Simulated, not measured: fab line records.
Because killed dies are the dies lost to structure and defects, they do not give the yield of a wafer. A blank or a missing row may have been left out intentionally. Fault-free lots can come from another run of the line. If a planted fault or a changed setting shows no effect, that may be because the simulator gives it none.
Struck lot and sound lot, side by side	flow gf180mcu	14 steps out of a route of 602
Sound: these wafers, L293.3, L293.5, L293.6. Wafers L304.2, L304.5, L304.6 were the ones struck. The cause is named last.
Order at every step that has rows: each side's tool, ch and its chambers, its first start. Under that, the readings that differ: sound wafers	struck wafers	difference of the means	sigmas: that difference in standard deviations of wafers without a fault.
alike: readings with means less than 2 such deviations apart, plus words and numbers identical on both sides. not compared: withheld readings, readings lacking a value on some wafer, bounds such as >300 that could conceal the same value, and numbers that have no deviation in the record and whose values overlap.
The two part at a step that has a row with sigmas, a row that says differs or no value, or rows on one side only. When numbers do not overlap yet have no deviation, they are printed without sigmas and do not part them. A reading that every wafer of one side lacks parts them only if that side has two wafers or more.

first, 1 step without rows for these wafers: GF_MVPSD_DEVELOP_06 (develop time 60 s).
GF_MVPSD_OVL_MEAS_07:
  sound on overlay-01, day 6 23:23; struck on overlay-02, day 9 12:00
  alike: MVPSD_OVL
then, 2 steps without rows for these wafers: GF_MVPSD_IMPLANT_08; GF_MVPSD_IMPLANT_09.
GF_MVPSD_STRIP_10: strips in O2/N2.
  sound on plasma_asher-02 ch 0,1, day 6 23:44; struck on plasma_asher-04 ch 0,1, day 9 12:20
  alike: drypump_motor_current_A, heater_power_w, n2_flow_sccm, oes_product_au, strip_time_to_endpoint_s
  not compared: rf_hours_counter_h
GF_MVPSD_TW_MEAS_11:
  sound on film_metro-03, day 6 23:49; struck on film_metro-02, day 9 12:26
  alike: MVPSD_TW
then, 6 steps without rows for these wafers: GF_VT_IMPLANT_DEHYDRATE_00 (time 60 s); GF_VT_IMPLANT_HMDS_01 (prime time 60 s); GF_VT_IMPLANT_COAT_02 (resist thk 1000 nm); GF_VT_IMPLANT_SOFTBAKE_03 (time 60 s); GF_VT_IMPLANT_EXPOSE_04 (exposes mask LVPWELL LV AREA, target cd 600 nm); GF_VT_IMPLANT_PEB_05.
GF_VT_IMPLANT_DEVELOP_06: develop time 60 s.
  struck on litho_track-01, day 10 05:35; sound on litho_track-04 ch 0, day 7 15:20
  no value came back on the struck wafers for chill_plate_temp_C (C), develop_time_s (s); on the sound wafers chill_plate_temp_C (C) reads 22.95 23.01 23.01
GF_VT_IMPLANT_OVL_MEAS_07:
  sound on overlay-02, day 7 15:27; struck on overlay-02, day 10 05:43
reading	sound	struck	difference	sigmas
VT_IMPLANT_OVL (nm)	2.9 0.5 0.9	- - -	no value on the struck wafers	

## WHERE THEY PART
At GF_VT_IMPLANT_DEVELOP_06 first; at GF_VT_IMPLANT_OVL_MEAS_07 last (within this record only).

WHY: what the simulator had put in
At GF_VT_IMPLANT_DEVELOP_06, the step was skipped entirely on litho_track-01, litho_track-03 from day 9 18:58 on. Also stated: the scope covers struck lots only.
